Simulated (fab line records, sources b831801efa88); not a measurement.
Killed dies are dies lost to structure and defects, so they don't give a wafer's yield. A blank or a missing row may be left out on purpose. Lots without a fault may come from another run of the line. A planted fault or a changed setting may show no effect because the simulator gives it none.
One fault seen from 2 desks | flow gf180mcu | each desk has only its own numbers; what lay behind them comes last

THE TOOL OWNER'S DESK: pvd_sputter-01
The tool's own readings at GF_V5_SPUTTER_21 (material Ti, target thk 15 nm, time 80.02 s): means of the sampled wafers that have a number, for each lot that ran on this tool. A lot is out of limits, marked OUT, if its mean lies more than 4 standard deviations from the usual mean; the brackets give that distance.
Columns: A = chamber_pressure_pa at GF_V5_SPUTTER_21, usual 5.000 Pa; B = throttle_valve_pct at GF_V5_SPUTTER_21, usual 29.7 %
lot  | first seen here | A               | B
L631 | day 28 04:05    | 5.005           | 29.2
L636 | day 29 18:53    | 4.555 (-48) OUT | 30.4
L638 | day 30 07:35    | 4.555 (-48) OUT | 30.5
L649 | day 33 02:22    | 5.000           | 29.2
This desk's finding: out of limits on L636, L638; first on L636, day 29 18:53 (chamber_pressure_pa at GF_V5_SPUTTER_21). In limits: L631, L649.

THE METROLOGY DESK
What the gauges read, lot by lot, whatever tool the lot ran on: means of the sampled wafers that have a number. A lot is out of limits, marked OUT, if its mean lies more than 4 standard deviations from the usual mean; the brackets give that distance.
Columns: A = MIM_ALCU_RS at GF_MIM_RS_MEAS_10, usual 0.1605 ohm/sq; B = cd_nm at GF_V5_CD_MEAS_14, usual 260.3 nm
lot  | first seen here | A      | B
L628 | day 24 12:33    | 0.1585 | 261.1
L630 | day 25 03:07    | 0.1595 | 260.0
L631 | day 25 12:59    | 0.1594 | 259.0
L636 | day 27 04:54    | 0.1609 | 260.0
L638 | day 27 19:46    | 0.1620 | 259.3
L641 | day 28 19:58    | 0.1586 | 261.0
L642 | day 29 00:29    | 0.1597 | 259.9
L643 | day 29 03:37    | 0.1620 | 260.1
L647 | day 30 09:06    | 0.1611 | 262.4
L648 | day 30 12:38    | 0.1609 | 259.8
L649 | day 30 21:17    | 0.1599 | 260.7
L650 | day 31 03:43    | 0.1617 | 260.3
L651 | day 31 14:05    | 0.1604 | 261.8
This desk's finding: nothing out of limits on any of the 13 lots.

PUT TOGETHER
The tool owner's desk could have raised an alarm at day 29 18:53, on L636, L638.
The metrology desk saw nothing out of limits.
The metrology desk has L636, L638 on record, within its limits.
Of the lots named, all ran GF_V5_SPUTTER_21 on pvd_sputter-01.

WHAT THE SIMULATOR HAD PUT IN
Process parameter drift: pvd_sputter-01, from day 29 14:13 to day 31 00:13, at GF_V5_SPUTTER_21. Setting chamber_pressure_pa, moved by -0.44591, from 5. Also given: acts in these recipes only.
Lots struck among those shown: L636, L638.
Hours from the fault's start to each desk's first reading out of limits: the tool owner's desk, 5.
